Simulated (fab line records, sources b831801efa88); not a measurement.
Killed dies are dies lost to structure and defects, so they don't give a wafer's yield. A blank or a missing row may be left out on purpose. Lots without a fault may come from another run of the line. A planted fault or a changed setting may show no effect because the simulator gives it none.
fab line records | flow sky130
record lots=13 wafers=39 last_day=50
route steps=708 shown CONTACT@424 VIA3@586 CAP2M@603 METAL4@635 PAD_OPEN@708
lots that met no fault: from a run of the same line without faults
start_h: hours from the record's first day to the start of the lot's first wafer shown | wait_h: hours since the lot's step before | " the same as in the row above | L1.1+2: a row that stands for several wafers | - no value, or no start given | * or withheld: withheld | < > ~ a bound
route shown NAME@n: a module of which the file shows steps, and the number in the route of the first | usual: mean/standard deviation of fault-free wafers | same: alike in all rows | chamber/n: place in a boat | sites: the reading at each site | _std_site: their standard deviation | _edge_site: outer sites' mean less inner sites' | radius_mm: how far each site lies from the wafer's centre | mask NAME#n: copy n | behind: the tool/chamber that last shaped the wafer | hold: why the lot was held/for how many hours/how that ended | device: the transistor (n, p or np) that didn't switch | end of line: the same wafers' tests at the end of the route | a step without rows: its recipe alone | killed: dies lost to structure and defects at the first sort, not the wafer's yield | map: a wafer's dies, x killed, . not, _ none there
set.NAME: the setting as run; set.NAME@STEP: as run at that earlier step | model.NAME: the simulator's own value behind a step, which no gauge read
steps of the route over a sample of lots; a table a step, a row a wafer
services: from which hour (start_h, from the record's first day; less than 0 if before it) a tool's chamber was out of use, for how many hours, and why
## steps
# step SKY_CONTACT_ETCH_18
# recipe target=Si3N4 chemistry=CHF3/O2 stop_on=TiN source_w=600 bias_w=200 pressure_mtorr=40 chf3_flow_sccm=50 O2_flow_sccm=5 time_s=39 target_depth_a=750
# usual drypump_motor_current_A=5.6/0.49 oes_product_au=0.856/0.0079 rf_fwd_power_W=592.7/2.6 throttle_valve_pct=8.793/0.0086
# columns lot.wafer tool chamber start_h wait_h drypump_motor_current_A oes_product_au rf_fwd_power_W rf_hours_counter_h throttle_valve_pct
L742.1 rie_diel-04 2 743 - 6.2 0.851 591.1 5 8.805
L742.2 " 3 " " 5.9 0.843 595.7 16 8.784
L742.4 " 3 " " 5.9 0.850 595.3 - 8.800
L743.2 rie_diel-03 1 747 - 5.0 0.849 593.9 2 8.789
L743.3 " 3 " " 5.8 0.849 590.2 17 8.785
L743.4 " 2 " " 6.0 0.856 591.7 8 8.804
L746.4 rie_diel-01 3 773 - 6.0 0.864 593.7 13 8.797
L746.5 " 0 " " 5.3 0.869 595.0 - 8.796
L746.6 " 3 " " 6.0 0.870 594.9 - 8.782
L748.2 rie_diel-03 3 788 - 5.8 0.847 587.5 18 8.793
L748.4 " 1 " " 4.9 0.850 595.7 3 8.794
L748.6 " 2 " " 6.0 0.864 589.1 - 8.799
L749.1 rie_diel-04 0 797 - 5.7 0.857 590.5 2 8.781
L749.4 " 0 " " 5.7 0.867 590.0 - 8.797
L749.6 " 0 " " 5.7 0.876 592.7 - 8.795
L750.4 rie_diel-04 3 811 - 5.9 0.843 596.0 19 8.790
L750.5 " 1 " " 5.1 0.848 593.7 - 8.794
L750.6 " 0 " " 5.7 0.849 591.8 - 8.795
L753.2 rie_diel-03 3 827 - 5.8 0.849 586.3 20 8.786
L753.4 " 0 " " 4.6 0.870 598.8 5 8.804
L753.6 " 0 " " 4.7 0.860 597.3 - 8.789
L754.2 rie_diel-03 1 861 - 5.0 0.849 593.2 5 8.797
L754.4 " 0 " " 4.6 0.862 595.7 6 8.800
L754.5 " 0 " " 4.6 0.867 595.8 - 8.777
L756.2 rie_diel-04 3 861 - 5.9 0.846 595.5 20 8.800
L756.3 " 0 " " 5.7 0.847 594.8 4 8.791
L756.4 " 1 " " 5.1 0.852 592.9 2 8.795
L758.2 rie_diel-04 1 863 - 5.1 0.853 593.0 2 8.785
L758.3 " 2 " " 6.2 0.847 591.7 9 8.786
L758.6 " 0 " " 5.7 0.852 594.0 - 8.786
L759.1 rie_diel-04 0 865 - 5.7 0.855 592.7 5 8.797
L759.3 " 1 " " 5.1 0.858 588.3 2 8.795
L759.4 " 2 " " 6.3 0.864 590.8 9 8.794
L761.1 rie_diel-04 2 879 - 6.3 0.842 590.0 10 8.804
L761.4 " 0 " " 5.7 0.860 590.6 5 8.785
L761.6 " 1 " " 5.1 0.859 592.0 - 8.793
L764.2 rie_diel-03 3 904 - 5.8 0.855 588.3 22 8.786
L764.4 " 2 " " 6.0 0.857 590.2 - 8.810
L764.6 " 0 " " 4.6 0.861 592.0 - 8.796
# step SKY_VIA3_OVL_MEAS_13
# usual VIA3_OVL=2/4.6
# columns lot.wafer tool chamber start_h wait_h VIA3_OVL[nm]
L742.1 overlay-01 - 937.08 0.1 2
L742.2 " - " " 6
L742.4 " - " " 3
L743.2 overlay-02 - 939.81 0.1 9
L743.3 " - " " -2
L743.4 " - " " -2
L746.4 overlay-02 - 964.00 0.1 -3
L746.5 " - " " 4
L746.6 " - " " -6
L748.2 overlay-02 - 976.34 0.1 2
L748.4 " - " " 9
L748.6 " - " " 4
L749.1 overlay-02 - 984.80 0.1 1
L749.4 " - " " 8
L749.6 " - " " 10
L750.4 overlay-02 - 996.70 0.1 -5
L750.5 " - " " -3
L750.6 " - " " 0
L753.2 overlay-02 - 1010.21 0.1 -1
L753.4 " - " " -7
L753.6 " - " " -4
L754.2 overlay-02 - 1041.13 0.1 2
L754.4 " - " " -2
L754.5 " - " " -7
L756.2 overlay-02 - 1043.18 0.1 -7
L756.3 " - " " 1
L756.4 " - " " 1
L758.2 overlay-02 - 1044.46 0.1 3
L758.3 " - " " -1
L758.6 " - " " 3
L759.1 overlay-02 - 1045.86 0.1 3
L759.3 " - " " 1
L759.4 " - " " 2
L761.1 overlay-02 - 1057.48 0.1 6
L761.4 " - " " 9
L761.6 " - " " 11
L764.2 overlay-02 - 1077.06 0.5 8
L764.4 " - " " 3
L764.6 " - " " 8
# step SKY_CAP2M_CVD_00
# recipe material=SiO2 target_thk_nm=15.5 temp_c=400 time_s=withheld rf_w=450
# usual heater_power_w=814/110 rf_fwd_power_W=442.0/2.3
# columns lot.wafer tool chamber start_h wait_h heater_power_w rf_fwd_power_W
L742.1 pecvd-01 2 938.90 0.0 1005 440.1
L742.2 " 0 " " 854 439.8
L742.4 " 2 " " 1039 439.7
L743.2 pecvd-04 2 941.43 0.0 815 441.9
L743.3 " 0 " " 881 442.0
L743.4 " 0 " " 875 443.0
L746.4 pecvd-03 2 965.55 0.0 723 444.9
L746.5 " 1 " " 670 442.8
L746.6 " 0 " " 653 447.0
L748.2 pecvd-01 2 977.92 0.0 947 438.0
L748.4 " 2 " " 963 437.3
L748.6 " 1 " " 841 441.8
L749.1 pecvd-01 2 986.47 0.0 1004 438.3
L749.4 " 1 " " 921 441.4
L749.6 " 2 " " 1000 440.6
L750.4 pecvd-01 0 998.59 0.0 877 441.5
L750.5 " 1 " " 955 439.6
L750.6 " 2 " " 967 435.8
L753.2 pecvd-03 2 1011.79 0.0 762 444.3
L753.4 " 0 " " 643 442.8
L753.6 " 0 " " 653 443.5
L754.2 pecvd-04 1 1043.07 0.0 854 440.4
L754.4 " 1 " " 842 441.4
L754.5 " 0 " " 730 443.6
L756.2 pecvd-03 2 1044.83 0.0 750 445.9
L756.3 " 0 " " 748 442.2
L756.4 " 2 " " 749 445.8
L758.2 pecvd-01 2 1046.04 0.0 939 438.2
L758.3 " 0 " " 734 443.0
L758.6 " 2 " " 966 437.4
L759.1 pecvd-03 0 1047.48 0.0 715 444.2
L759.3 " 1 " " 673 442.7
L759.4 " 1 " " 661 441.5
L761.1 pecvd-03 1 1059.03 0.0 715 443.2
L761.4 " 2 " " 894 444.5
L761.6 " 0 " " 726 445.8
L764.2 pecvd-01 0 1079.29 0.0 832 441.3
L764.4 " 0 " " 848 443.8
L764.6 " 1 " " 934 438.9
# step SKY_METAL4_STRIP_19
# recipe chemistry=O2/N2 power_w=1400 pressure_mtorr=1500 platen_temp_c=withheld o2_flow_sccm=3000 n2_flow_sccm=300 overash_fraction=0.5
# usual drypump_motor_current_A=5.7/0.4 oes_product_au=0.502/0.0054 strip_time_to_endpoint_s=6.55/0.075
# same overash_fraction=0.5
# columns lot.wafer tool chamber start_h wait_h drypump_motor_current_A oes_product_au rf_hours_counter_h strip_time_to_endpoint_s
L742.1 plasma_asher-01 0 988.10 0.1 6.1 0.502 118 6.62
L742.2 " 1 " " 5.2 0.501 118 6.51
L742.4 " 0 " " 6.1 0.496 - 6.53
L743.2 plasma_asher-03 0 990.69 0.1 5.2 0.501 90 6.54
L743.3 " 0 " " 5.2 0.507 - 6.59
L743.4 " 1 " " 6.3 0.503 - 6.58
L746.4 plasma_asher-04 0 1014.58 0.1 5.9 0.490 - 6.45
L746.5 " 1 " " 5.7 0.509 - 6.51
L746.6 " 0 " " 5.9 0.504 - 6.48
L748.2 plasma_asher-03 0 1026.54 0.1 5.2 0.508 94 6.56
L748.4 " 0 " " 5.2 0.506 - 6.46
L748.6 " 0 " " 5.2 0.490 - 6.45
L749.1 plasma_asher-01 1 1033.20 0.1 5.3 0.493 123 6.45
L749.4 " 0 " " 6.1 0.506 - 6.49
L749.6 " 0 " " 6.1 0.502 - 6.55
L750.4 plasma_asher-04 0 1045.56 0.2 5.9 0.514 - 6.55
L750.5 " 1 " " 5.7 0.510 - 6.65
L750.6 " 0 " " 5.9 0.506 - 6.62
L753.2 plasma_asher-03 1 1057.62 0.1 6.3 0.501 97 6.56
L753.4 " 0 " " 5.2 0.500 - 6.56
L753.6 " 1 " " 6.3 0.514 - 6.50
L754.2 plasma_asher-03 0 1086.35 0.1 5.2 0.497 100 6.66
L754.4 " 1 " " 6.3 0.503 - 6.55
L754.5 " 0 " " 5.2 0.512 - 6.66
L756.2 plasma_asher-04 0 1088.24 0.1 5.9 0.513 65 6.67
L756.3 " 1 " " 5.7 0.503 - 6.61
L756.4 " 0 " " 5.9 0.503 - 6.60
L758.2 plasma_asher-03 1 1089.85 0.1 6.3 0.497 100 6.42
L758.3 " 0 " " 5.2 0.497 - 6.42
L758.6 " 0 " " 5.2 0.501 - 6.45
L759.1 plasma_asher-01 0 1091.15 0.1 6.1 0.504 3 6.48
L759.3 " 0 " " 6.2 0.494 - 6.47
L759.4 " 1 " " 5.2 0.500 - 6.58
L761.1 plasma_asher-04 0 1102.00 0.1 5.9 0.514 66 6.62
L761.4 " 1 " " 5.7 0.501 - 6.57
L761.6 " 0 " " 5.9 0.497 - 6.50
L764.2 plasma_asher-01 1 1120.39 0.1 5.2 0.502 5 6.66
L764.4 " 1 " " 5.2 0.500 - 6.53
L764.6 " 1 " " 5.2 0.501 - 6.64
# step SKY_PAD_OPEN_PROBE_99
# usual killed_at_M0_to_M3=42/6.8 killed_at_M4_up=3.2/1.8 killed_at_contacts=25/5.4 killed_at_front_end=15/4.5 killed_at_other=0.3/0.56 killed_dies=85/9.7 killed_open=46/7.1 killed_short=39/6.5
# same gross_dies=492 killed_at_back_side=0
# columns lot.wafer tool chamber start_h wait_h killed_at_M0_to_M3 killed_at_M4_up killed_at_contacts killed_at_front_end killed_at_other killed_dies killed_open killed_short
L750.4 prober-02 - 1134.84 0.2 37 5 27 11 0 80 47 33
L750.5 prober-02 - 1134.89 0.2 29 4 26 18 1 78 45 33
L750.6 prober-02 - 1134.94 0.2 55 2 32 18 1 108 60 48
L759.1 prober-01 - 1174.28 0.1 49 1 20 13 0 83 40 43
L759.3 prober-01 - 1174.38 0.2 41 4 19 24 0 88 43 45
L759.4 prober-01 - 1174.43 0.2 38 2 83 26 0 149 53 49
L761.1 prober-01 - 1181.42 0.1 36 1 65 16 0 118 42 31
L761.4 prober-01 - 1181.57 0.2 28 3 23 9 1 64 39 25
L761.6 prober-01 - 1181.67 0.2 32 2 21 11 0 66 27 39
# killed by level:class
L750.4 CONTACT:geometric_particle:open=11 VIA1:geometric_particle:open=11 LI_CONTACT:geometric_particle:open=10 VIA1:geometric_particle:short=8 POLY_GATE:geometric_particle:open=4 METAL3:geometric_particle:short=4 METAL1:geometric_particle:short=3 VIA2:geometric_particle:short=3
L750.5 CONTACT:geometric_particle:open=12 POLY_GATE:geometric_particle:open=8 VIA1:geometric_particle:open=7 FIELD_ISO:geometric_particle:short=6 LI_CONTACT:geometric_particle:open=5 CONTACT:geometric_particle:short=4 VIA2:geometric_particle:short=4 VIA2:geometric_particle:open=4
L750.6 CONTACT:geometric_particle:open=15 VIA1:geometric_particle:open=12 LI_CONTACT:geometric_particle:open=8 METAL1:geometric_particle:short=8 VIA2:geometric_particle:open=7 METAL2:geometric_particle:short=5 POLY_GATE:geometric_particle:open=5 POLY_GATE:geometric_particle:short=5
L759.1 CONTACT:geometric_particle:open=10 VIA3:geometric_particle:open=9 METAL1:geometric_particle:short=8 VIA1:geometric_particle:open=8 METAL2:geometric_particle:short=6 FIELD_ISO:geometric_particle:short=5 LOCAL_INTERCONNECT:geometric_particle:short=5 METAL3:geometric_particle:short=5
L759.3 FIELD_ISO:geometric_particle:short=9 CONTACT:geometric_particle:open=8 VIA1:geometric_particle:open=8 LI_CONTACT:geometric_particle:open=6 METAL1:geometric_particle:short=6 VIA2:geometric_particle:open=6 POLY_GATE:geometric_particle:short=5 VIA1:geometric_particle:short=5
L759.4 CONTACT:unspecified=47 CONTACT:geometric_particle:open=13 VIA1:geometric_particle:open=9 FIELD_ISO:geometric_particle:short=8 FIELD_ISO:geometric_particle:open=8 LI_CONTACT:geometric_particle:open=8 LOCAL_INTERCONNECT:geometric_particle:short=8 CONTACT:geometric_particle:short=6
L761.1 CONTACT:unspecified=45 VIA1:geometric_particle:open=12 CONTACT:geometric_particle:open=11 FIELD_ISO:geometric_particle:short=6 METAL2:geometric_particle:short=6 LI_CONTACT:geometric_particle:open=5 VIA3:geometric_particle:open=5 METAL1:geometric_particle:short=4
L761.4 CONTACT:geometric_particle:open=8 VIA1:geometric_particle:open=7 LI_CONTACT:geometric_particle:open=6 LI_CONTACT:geometric_particle:short=4 METAL1:geometric_particle:short=4 VIA2:geometric_particle:open=4 LOCAL_INTERCONNECT:geometric_particle:short=3 METAL2:geometric_particle:short=3
L761.6 METAL1:geometric_particle:short=10 CONTACT:geometric_particle:open=9 LI_CONTACT:geometric_particle:open=5 VIA1:geometric_particle:open=5 VIA2:geometric_particle:short=4 POLY_CUT:geometric_particle:short=3 METAL2:geometric_particle:short=3 LOCAL_INTERCONNECT:geometric_particle:short=3
## services
# columns tool chamber start_h hours kind
rie_diel-04 - 735.72 2.8 pm
rie_diel-03 - 756.25 0.6 repair
plasma_asher-04 - 767.72 4.0 repair
plasma_asher-03 - 784.93 2.4 repair
pecvd-03 - 786.43 2.8 pm
pecvd-03 - 789.61 0.8 repair
rie_diel-04 1 789.75 18.6 repair
rie_diel-04 3 794.01 5.3 repair
pecvd-03 1 824.21 7.4 repair
rie_diel-03 1 892.73 11.7 repair
plasma_asher-04 - 906.97 2.8 pm
rie_diel-03 1 937.90 12.2 repair
pecvd-01 - 944.31 2.8 pm
pecvd-03 0 967.13 29.9 repair
pecvd-03 1 971.42 5.6 repair
rie_diel-03 3 974.65 4.4 repair
pecvd-03 - 981.08 1.8 repair
rie_diel-04 - 990.30 0.2 repair
rie_diel-04 0 1019.98 5.1 repair
plasma_asher-01 - 1055.25 9.0 pm
rie_diel-03 - 1055.76 4.3 pm
rie_diel-04 2 1058.62 10.3 repair
rie_diel-04 1 1078.67 5.6 repair
pecvd-03 2 1090.70 19.8 repair
## key
first_sign step=SKY_PAD_OPEN_PROBE_99 reading=killed_at_contacts direction=up sigmas=9 usual=25 struck=74
effect step=SKY_PAD_OPEN_PROBE_99 reading=killed_dies direction=up sigmas=5 usual=85 struck=134
met_at SKY_CONTACT_ETCH_18
struck_lots L759,L761
struck_wafers L759.4,L761.1
tester_left_out L759,L761
not_acting_at SKY_VIA3_OVL_MEAS_13,SKY_CAP2M_CVD_00,SKY_METAL4_STRIP_19
onset_between 863 865
fault kind=chamber_particle_source tool=rie_diel-04 chamber=2 onset_h=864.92 steps=SKY_CONTACT_ETCH_18 rate_per_visit_cm2=0.77235 end_h=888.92
# tester_left_out: of these lots the tester's yield and bins aren't shown, on N5 and GAA mostly nor the transistor test; their killed dies are dies lost to structure and defects alone, not to doping, threshold or leakage, so they don't give the yield
